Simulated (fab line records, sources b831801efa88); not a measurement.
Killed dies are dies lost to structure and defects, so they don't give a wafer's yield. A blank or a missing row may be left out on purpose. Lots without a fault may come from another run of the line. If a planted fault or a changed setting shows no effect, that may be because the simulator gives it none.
Lot-split experiment | flow gf180mcu | 23 wafers read from 5 lots, route of 602 steps

## THE SPLIT ITSELF
At GF_V5_SPUTTER_21 (material Ti, target thk 15 nm, time 80.02 s), the setting chamber pressure pa was moved away from the recipe's 5 Pa on 10 of the 23 wafers read, by -7.6% to -4.9%. This setting was run at the recipe's value on the other wafers.

Reading taken at the split's own step.

## THE READING
Ti_of_V5_SPUTTER_21.thk nm (the simulator's own value, which no gauge read), in nm, at GF_V5_SPUTTER_21 (material Ti, target thk 15 nm, time 80.02 s). No usual value for it is given in the file. Average 14.95 nm, standard deviation 0.16 nm, over the 13 wafers here run with the recipe.

wafer  | tool, chamber at the split | chamber pressure pa as run, Pa | against the recipe | Ti_of_V5_SPUTTER_21.thk nm, nm | against lot-mates on the recipe
L076.1 | pvd sputter-03, -          | 5                              | recipe             | 15.05                          | -
L076.3 | pvd sputter-03, -          | 5                              | recipe             | 15.05                          | -
L076.4 | pvd sputter-03, -          | 5                              | recipe             | 14.72                          | -
L076.5 | pvd sputter-03, -          | 5                              | recipe             | 14.72                          | -
L076.6 | pvd sputter-03, -          | 5                              | recipe             | 15.02                          | -
L077.1 | pvd sputter-04, -          | 4.62                           | -7.6%              | 16.17                          | no lot-mate on the recipe
L077.3 | pvd sputter-04, -          | 4.62                           | -7.6%              | 16.01                          | no lot-mate on the recipe
L077.4 | pvd sputter-04, -          | 4.62                           | -7.6%              | 16.09                          | no lot-mate on the recipe
L077.5 | pvd sputter-04, -          | 4.62                           | -7.6%              | 15.98                          | no lot-mate on the recipe
L077.6 | pvd sputter-04, -          | 4.62                           | -7.6%              | 16.08                          | no lot-mate on the recipe
L079.1 | pvd sputter-01, -          | 4.753                          | -4.9%              | 15.48                          | no lot-mate on the recipe
L079.2 | pvd sputter-01, -          | 4.753                          | -4.9%              | 15.79                          | no lot-mate on the recipe
L079.3 | pvd sputter-01, -          | 4.753                          | -4.9%              | 15.71                          | no lot-mate on the recipe
L079.4 | pvd sputter-01, -          | 4.753                          | -4.9%              | 15.55                          | no lot-mate on the recipe
L079.5 | pvd sputter-01, -          | 4.753                          | -4.9%              | 15.75                          | no lot-mate on the recipe
L080.1 | pvd sputter-03, -          | 5                              | recipe             | 14.82                          | -
L080.2 | pvd sputter-03, -          | 5                              | recipe             | 15.11                          | -
L080.4 | pvd sputter-03, -          | 5                              | recipe             | 15.18                          | -
L080.5 | pvd sputter-03, -          | 5                              | recipe             | 15.1                           | -
L080.6 | pvd sputter-03, -          | 5                              | recipe             | 15.08                          | -
L082.2 | pvd sputter-01, -          | 5                              | recipe             | 14.75                          | -
L082.5 | pvd sputter-01, -          | 5                              | recipe             | 14.82                          | -
L082.6 | pvd sputter-01, -          | 5                              | recipe             | 14.92                          | -

THE FIT
A straight line over all 23 wafers: Ti_of_V5_SPUTTER_21.thk nm changes by -0.146 nm for each +1% of chamber pressure pa; r = -0.96; the points scatter about the line by 0.14 nm.
Too few moved wafers have a lot-mate on the recipe to fit a line with each lot's own level taken away.

## FILE'S OWN FIT
Ti_of_V5_SPUTTER_21.thk nm changes by -0.146 nm for each +1% of chamber pressure pa, r = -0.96.
